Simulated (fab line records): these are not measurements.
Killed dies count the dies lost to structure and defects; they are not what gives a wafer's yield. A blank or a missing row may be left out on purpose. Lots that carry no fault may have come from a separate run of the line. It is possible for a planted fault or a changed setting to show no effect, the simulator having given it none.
Which tool is to blame? ; flow sky130 ; 13 lots, 39 wafers sampled, at 3 steps of a route of 708

## WHAT THE GAUGES SHOWED, per wafer
SKY_VIA2_OVL_MEAS_13. Usual: VIA2_OVL typically reads 1 nm, with standard deviation 4.9.
lot;measured;on;VIA2_OVL (nm);flag
L591;day 36 01:43;overlay-01;2 -5 -1;
L592;day 36 11:31;overlay-01;-1 -2 3;
L594;day 36 23:56;overlay-01;6 4 -1;
L597;day 37 22:23;overlay-02;0 0 -4;
L598;day 38 05:11;overlay-01;2 4 6;
L603;day 39 21:14;overlay-01;2 -2 2;
L604;day 40 06:35;overlay-01;1 1 0;
L605;day 40 10:13;overlay-02;-4 2 -7;
L606;day 42 01:05;overlay-01;-1 6 4;
L609;day 42 07:14;overlay-02;-4 0 1;
L608;day 42 09:31;overlay-01;-7 1 1;
L610;day 42 09:20;overlay-02;1 8 -1;
L614;day 42 20:47;overlay-01;-1 -9 -8;

SKY_VIA2_THK_MEAS_23: measures by xrf. Usual: VIA2_W_THK typically reads 428 nm, with standard deviation 10.
lot;measured;on;VIA2_W_THK (nm);flag
L591;day 36 02:46;film_metro-02;428 430 443;
L592;day 36 12:34;film_metro-03;415 421 416;
L594;day 37 00:59;film_metro-02;428 434 433;
L597;day 37 23:27;film_metro-03;421 428 416;
L598;day 38 06:16;film_metro-02;438 431 437;
L603;day 39 22:17;film_metro-01;417 414 414;
L604;day 40 07:38;film_metro-01;427 418 421;
L605;day 40 11:19;film_metro-01;417 425 425;
L606;day 42 02:08;film_metro-03;420 421 419;
L609;day 42 08:17;film_metro-01;423 417 421;
L608;day 42 10:34;film_metro-01;422 410 424;
L610;day 42 10:23;film_metro-02;437 435 436;
L614;day 42 21:50;film_metro-02;445 438 437;

## WHAT TOOL EACH LOT RAN ON (gives the tool, then ch and the chambers of the sampled wafers, and finally the start)
lot;SKY_SPACER_ETCHBACK_02
L591;rie_diel-01 ch 0,1, day 22 19:46
L592;rie_diel-01 ch 0,2,3, day 23 06:41
L594;rie_diel-03 ch 0,2,3, day 23 19:57
L597;rie_diel-03 ch 1, day 24 23:43
L598;rie_diel-01 ch 0,1,2, day 25 09:31
L603;rie_diel-03 ch 0,2,3, day 27 08:45
L604;rie_diel-03 ch 0,1,2, day 27 17:28
L605;rie_diel-01 ch 1,2, day 28 00:10
L606;rie_diel-03 ch 0,1,3, day 30 01:31
L609;rie_diel-01 ch 0,2,3, day 30 02:46
L608;rie_diel-03 ch 0,2,3, day 30 05:17
L610;rie_diel-04 ch 0,1,2, day 30 05:17
L614;rie_diel-03 ch 2,3, day 31 01:14
- SKY_SPACER_ETCHBACK_02: etches Si3N4 in CH3F/O2, stops on SiO2, time 46.7 s, target depth 45 nm.

## WHAT THE TOOLS THEMSELVES READ (means of the sampled wafers that have a number; where no wafer has one, the mark that the record gives instead)
SKY_SPACER_ETCHBACK_02. Usual: ch3f_flow_sccm 40.00 sccm, standard deviation 0.13; drypump_motor_current_A 5.6 A, standard deviation 0.48; oes_product_au 0.857 a.u., standard deviation 0.0058; throttle_valve_pct 10.563 %, standard deviation 0.0097.
lot;tool;ch3f_flow_sccm (sccm);drypump_motor_current_A (A);oes_product_au (a.u.);throttle_valve_pct (%);flag
L591;rie_diel-01;40.07;5.2;0.862;10.563;
L592;rie_diel-01;39.99;5.6;0.858;10.566;
L594;rie_diel-03;40.13;5.8;0.858;10.561;
L597;rie_diel-03;40.12;5.6;0.853;10.556;
L598;rie_diel-01;40.08;5.3;0.859;10.556;
L603;rie_diel-03;40.03;5.8;0.858;10.558;
L604;rie_diel-03;39.98;5.9;0.851;10.555;
L605;rie_diel-01;39.98;4.8;0.865;10.567;
L606;rie_diel-03;39.97;5.5;0.850;10.556;
L609;rie_diel-01;40.01;5.6;0.854;10.558;
L608;rie_diel-03;40.06;5.8;0.856;10.563;
L610;rie_diel-04;39.91;5.8;0.858;10.569;
L614;rie_diel-03;39.92;6.1;0.854;10.564;

## THE ANSWER, worked out from the rows above alone
Rule: a lot counts as off when the mean over its wafers that have a number is more than 3 standard deviations away from the usual mean. Also off: a lot with no number at a reading for which 4 or more lots have one. Where the step has rows for the other lots, those lots are counted as sound. The gauges are gone through in route order, then the tools' own readings, and for those a lot's mean is taken as printed above. At the first step where some lot is off, the reading lying furthest off is the one used; lots without a number count as furthest.
None of the lots is off at any reading shown; this tells nothing.

## WHAT THE SIMULATOR HAD PUT IN
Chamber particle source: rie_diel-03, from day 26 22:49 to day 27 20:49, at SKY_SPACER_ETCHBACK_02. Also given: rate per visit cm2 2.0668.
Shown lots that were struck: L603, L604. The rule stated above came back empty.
